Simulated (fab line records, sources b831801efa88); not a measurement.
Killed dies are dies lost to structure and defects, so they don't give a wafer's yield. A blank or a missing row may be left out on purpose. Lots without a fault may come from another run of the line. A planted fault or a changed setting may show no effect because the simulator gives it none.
A struck lot beside a sound one | flow sky130 | 16 steps out of a route of 708
Sound: wafers L923.4, L923.5, L923.6. Struck: wafers L917.1, L917.3, L917.4. The cause comes at the end.
At each step with rows: each side's tool, then ch and its chambers, then its first start. Under that, the readings that differ: sound wafers | struck wafers | difference of the means | sigmas: that difference in standard deviations of wafers without a fault.
alike: readings whose means differ by less than 2 such deviations, and words and numbers that are the same on both sides. not compared: withheld readings, readings that some wafer has no value for, bounds like >300 that may hide the same value, and numbers for which the record gives no deviation and whose values overlap.
The two part at a step that has a row with sigmas, a row that says differs or no value, or rows on one side only. Numbers that don't overlap but have no deviation are shown without sigmas and don't part them. A reading that every wafer of one side lacks parts them only if that side has two wafers or more.

first, 8 steps without rows for these wafers: SKY_METAL1_DEHYDRATE_07 (time 60 s); SKY_METAL1_HMDS_08 (prime time 60 s); SKY_METAL1_COAT_09 (resist thk 60 nm); SKY_METAL1_COAT_10 (resist thk 450 nm); SKY_METAL1_SOFTBAKE_11 (time 90 s); SKY_METAL1_EXPOSE_12 (exposes mask MM1, target cd 140 nm); SKY_METAL1_PEB_13; SKY_METAL1_DEVELOP_14 (develop time 60 s).
SKY_METAL1_CD_MEAS_15: target cd 140 nm.
  sound on cd_sem-02, day 39 04:46; struck on cd_sem-01, day 37 00:49
  alike: cd_nm
SKY_METAL1_OVL_MEAS_16:
  sound on overlay-02, day 39 04:51; struck on overlay-02, day 37 00:56
  alike: METAL1_OVL
SKY_METAL1_DESCUM_17: chemistry O2, time 8 s.
  sound on rie_metal-03 ch 0,1, day 39 04:53; struck on rie_metal-01 ch 0,1, day 37 00:58
  alike: drypump_motor_current_A, oes_product_au, rf_fwd_power_W
  not compared: rf_hours_counter_h
SKY_METAL1_ETCH_18: etches BARC in N2/H2, stops on SiO2, time 45.9 s, target depth 60 nm.
  sound on rie_metal-03 ch 0,1, day 39 04:55; struck on rie_metal-01 ch 0,1, day 37 01:00
  alike: drypump_motor_current_A, oes_product_au, rf_fwd_power_W, throttle_valve_pct
  not compared: rf_hours_counter_h
SKY_METAL1_METAL_ETCH_19: etches the open film in Cl2/BCl3, stops on SiO2, target depth 360 nm, time 78 s.
  sound on rie_metal-03 ch 0,1, day 39 04:59; struck on rie_metal-01 ch 0,1, day 37 01:04
  reading                                       | sound             | struck                  | difference | sigmas
  oes_product_au (a.u.)                         | 0.843 0.855 0.850 | 0.802 0.812 0.788       | -0.049     | -8
  over_etch_frac                                | 0.3 0.3 0.3       | 0.44592 0.44592 0.44592 | +0.14592   |
  model.KrF-thick_of_METAL1_COAT_10.thk_nm (nm) | 162.8 164.8 167.9 | 135 136.1 129.7         | -32        |
  alike: drypump_motor_current_A, rf_fwd_power_W, throttle_valve_pct
  not compared: rf_hours_counter_h
SKY_METAL1_STRIP_20: strips in O2/N2.
  sound on plasma_asher-01 ch 0,1, day 39 05:05; struck on plasma_asher-04 ch 0,1, day 37 01:09
  reading                      | sound             | struck            | difference | sigmas
  oes_product_au (a.u.)        | 0.338 0.340 0.348 | 0.333 0.329 0.327 | -0.012     | -2
  strip_time_to_endpoint_s (s) | 2.74 2.76 2.78    | 2.42 2.44 2.39    | -0.34      | -5
  alike: drypump_motor_current_A
  not compared: rf_hours_counter_h
then, 2 steps without rows for these wafers: SKY_METAL1_STRIP_21 (strips in post etch residue remover, time 1200 s); SKY_PAD_OPEN_PROBE_99.

WHERE THEY PART
First at SKY_METAL1_METAL_ETCH_19; last, within this record, at SKY_METAL1_STRIP_20.

WHY: what the simulator had put in
Process parameter drift: rie_metal-01, from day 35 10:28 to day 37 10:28, at SKY_METAL1_METAL_ETCH_19. Setting over_etch_frac, moved by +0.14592, from 0.3. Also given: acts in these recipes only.
